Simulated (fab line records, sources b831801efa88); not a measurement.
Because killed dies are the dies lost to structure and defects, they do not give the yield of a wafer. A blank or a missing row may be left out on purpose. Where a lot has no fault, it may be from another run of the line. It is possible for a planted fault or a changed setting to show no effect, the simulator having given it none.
The tool behind it: which one?	flow sky130	27 wafers from 9 lots sampled at 6 of the route's 708 steps

== WHAT THE GAUGES READ, wafer by wafer ==
SKY_VIA4_RS_MEAS_19: a four-point-probe measurement.
lot	measured	on	VIA4_W_RS (ohm/sq)
L157	day 43 19:11	film metro-03	0.152 0.152 0.152 0.151 0.152 0.152
L160	day 44 12:46	film metro-02	0.157 0.150 0.151 0.157 0.150 0.151
L167	day 46 14:38	film metro-01	0.210 0.219 0.208
L169	day 46 19:37	film metro-03	0.209 0.208 0.221
L172	day 47 15:55	film metro-02	0.218 0.222 0.220
L173	day 47 21:50	film metro-01	0.215 0.215 0.214
L174	day 47 22:01	film metro-02	0.221 0.210 0.225
L176	day 48 07:46	film metro-02	0.211 0.220 0.210
L177	day 48 17:24	film metro-01	0.212 0.210 0.220

SKY_VIA4_THK_MEAS_20: measures by xrf.
lot	measured	on	VIA4_W_THK (nm)
L157	day 43 23:26	film metro-03	718 715 710 724 718 714
L160	day 44 15:49	film metro-02	713 742 738 719 740 742
L167	day 46 14:44	film metro-01	533 509 537
L169	day 46 19:44	film metro-03	531 530 506
L172	day 47 16:02	film metro-02	511 506 506
L173	day 47 21:58	film metro-01	519 518 515
L174	day 47 22:07	film metro-02	504 532 497
L176	day 48 07:52	film metro-02	528 505 532
L177	day 48 17:31	film metro-01	527 533 507

== EACH LOT AND THE TOOL THAT RAN IT (in order: tool; ch and the chambers of the sampled wafers; start) ==
lot	SKY_METAL4_SPUTTER_01	SKY_CAP2M_METAL_ETCH_13	SKY_METAL4_DESCUM_15	SKY_VIA4_CVD_18
L157	pvd sputter-04, day 40 18:34	rie metal-04 ch 0, day 41 18:19	rie metal-04 ch 0,1, day 42 18:51	cvd w-02 ch 1, day 43 19:01
L160	pvd sputter-03, day 41 12:26	rie metal-04 ch 0,1, day 42 12:08	rie metal-03 ch 0,1, day 43 12:13	cvd w-02 ch 0,1, day 44 12:38
L167	pvd sputter-01, day 43 18:02	rie metal-02 ch 0,1, day 44 17:31	rie metal-02 ch 0,1, day 45 15:49	cvd w-02 ch 0,1, day 46 14:30
L169	pvd sputter-01, day 44 00:14	rie metal-02 ch 0,1, day 44 22:59	rie metal-04 ch 0,1, day 45 20:55	cvd w-02 ch 0,1, day 46 19:27
L172	pvd sputter-01, day 44 23:50	rie metal-01 ch 0, day 45 21:08	rie metal-04 ch 0, day 46 18:00	cvd w-02 ch 0, day 47 15:46
L173	pvd sputter-01, day 45 05:45	rie metal-04 ch 0,1, day 46 02:35	rie metal-03 ch 0,1, day 46 23:23	cvd w-01 ch 0,1, day 47 21:41
L174	pvd sputter-04, day 45 06:32	rie metal-02 ch 0,1, day 46 03:11	rie metal-04 ch 0,1, day 47 00:16	cvd w-02 ch 0,1, day 47 21:50
L176	pvd sputter-01, day 45 16:27	rie metal-04 ch 0,1, day 46 12:59	rie metal-03 ch 0,1, day 47 09:41	cvd w-02 ch 0,1, day 48 07:38
L177	pvd sputter-01, day 46 01:52	rie metal-04 ch 1, day 46 22:50	rie metal-04 ch 0,1, day 47 20:07	cvd w-02 ch 0,1, day 48 17:13
- SKY_METAL4_SPUTTER_01: material TiN, target thk 20 nm, time 16.7 s.
- SKY_CAP2M_METAL_ETCH_13: etches TiN in Cl2/BCl3, stops on SiO2, target depth 220 nm, time 62.9 s.
- SKY_METAL4_DESCUM_15: chemistry O2, time 8 s.
- SKY_VIA4_CVD_18: deposits W, target thk 505 nm, time 152.14 s.

== AS READ BY THE TOOLS THEMSELVES (means over the sampled wafers that have a number; for cases with no such wafer, the mark the record gives instead) ==
SKY_METAL4_SPUTTER_01.
lot	tool	throttle valve pct (%)
L157	pvd sputter-04	30.1
L160	pvd sputter-03	31.0
L167	pvd sputter-01	29.9
L169	pvd sputter-01	29.4
L172	pvd sputter-01	29.3
L173	pvd sputter-01	30.0
L174	pvd sputter-04	29.9
L176	pvd sputter-01	28.9
L177	pvd sputter-01	29.9

SKY_CAP2M_METAL_ETCH_13.
lot	tool	bcl3 flow sccm (sccm)	drypump motor current A (A)	oes product au (a.u.)	throttle valve pct (%)
L157	rie metal-04	30.10	6.1	0.938	21.913
L160	rie metal-04	29.91	6.2	0.950	21.898
L167	rie metal-02	29.96	5.8	0.944	21.901
L169	rie metal-02	30.07	5.8	0.944	21.895
L172	rie metal-01	30.03	5.4	0.945	21.895
L173	rie metal-04	30.10	6.2	0.946	21.897
L174	rie metal-02	30.00	5.9	0.943	21.892
L176	rie metal-04	30.01	6.2	0.947	21.886
L177	rie metal-04	30.05	6.2	0.938	21.908

SKY_METAL4_DESCUM_15.
lot	tool	drypump motor current A (A)	oes product au (a.u.)
L157	rie metal-04	6.2	0.987
L160	rie metal-03	5.5	0.998
L167	rie metal-02	5.8	0.996
L169	rie metal-04	6.1	0.995
L172	rie metal-04	6.1	0.992
L173	rie metal-03	5.9	1.004
L174	rie metal-04	6.1	0.986
L176	rie metal-03	5.5	1.006
L177	rie metal-04	6.1	0.994

SKY_VIA4_CVD_18.
lot	tool	heater power w (W)	susceptor temp C (C)
L157	cvd w-02	897	402.50
L160	cvd w-02	844	402.00
L167	cvd w-02	839	401.86
L169	cvd w-02	852	402.10
L172	cvd w-02	742	402.27
L173	cvd w-01	886	402.04
L174	cvd w-02	794	402.03
L176	cvd w-02	858	402.30
L177	cvd w-02	863	402.23

== THE ANSWER, worked out from the rows above alone ==
Rule: usual is defined by the lots themselves. The widest of any qualifying gaps counts: lots, ordered by their means at a reading, are off when they make up no more than a third of the lots, leave a main group of 4 or more, and stand apart from it by 3 or more times the standard deviation of that group's means. A main group is skipped when, at the precision printed for the reading in the tables above, its means are all equal. A lot without any number at a reading at which 4 lots or more have one is off too. Where the step has rows for the other lots, those lots are counted as sound. After the gauges, taken in route order, come the tools' own readings; for these a lot's mean is taken, as printed above. At the first step where some lot is off, the reading lying furthest off is the one used; lots without a number count as furthest.
Off: L157, L160, at SKY_VIA4_RS_MEAS_19 (VIA4_W_RS). Mean 0.215 ohm/sq and standard deviation 0.0028 in the main group.
If a tool, at a process step before that reading, ran all the lots that are off and no sound lot after the first of them, it fits. The gauges at SKY_VIA4_RS_MEAS_19 are tried like those tools. Of those tried, none fits.

== WHAT HAD BEEN PUT IN BY THE SIMULATOR ==
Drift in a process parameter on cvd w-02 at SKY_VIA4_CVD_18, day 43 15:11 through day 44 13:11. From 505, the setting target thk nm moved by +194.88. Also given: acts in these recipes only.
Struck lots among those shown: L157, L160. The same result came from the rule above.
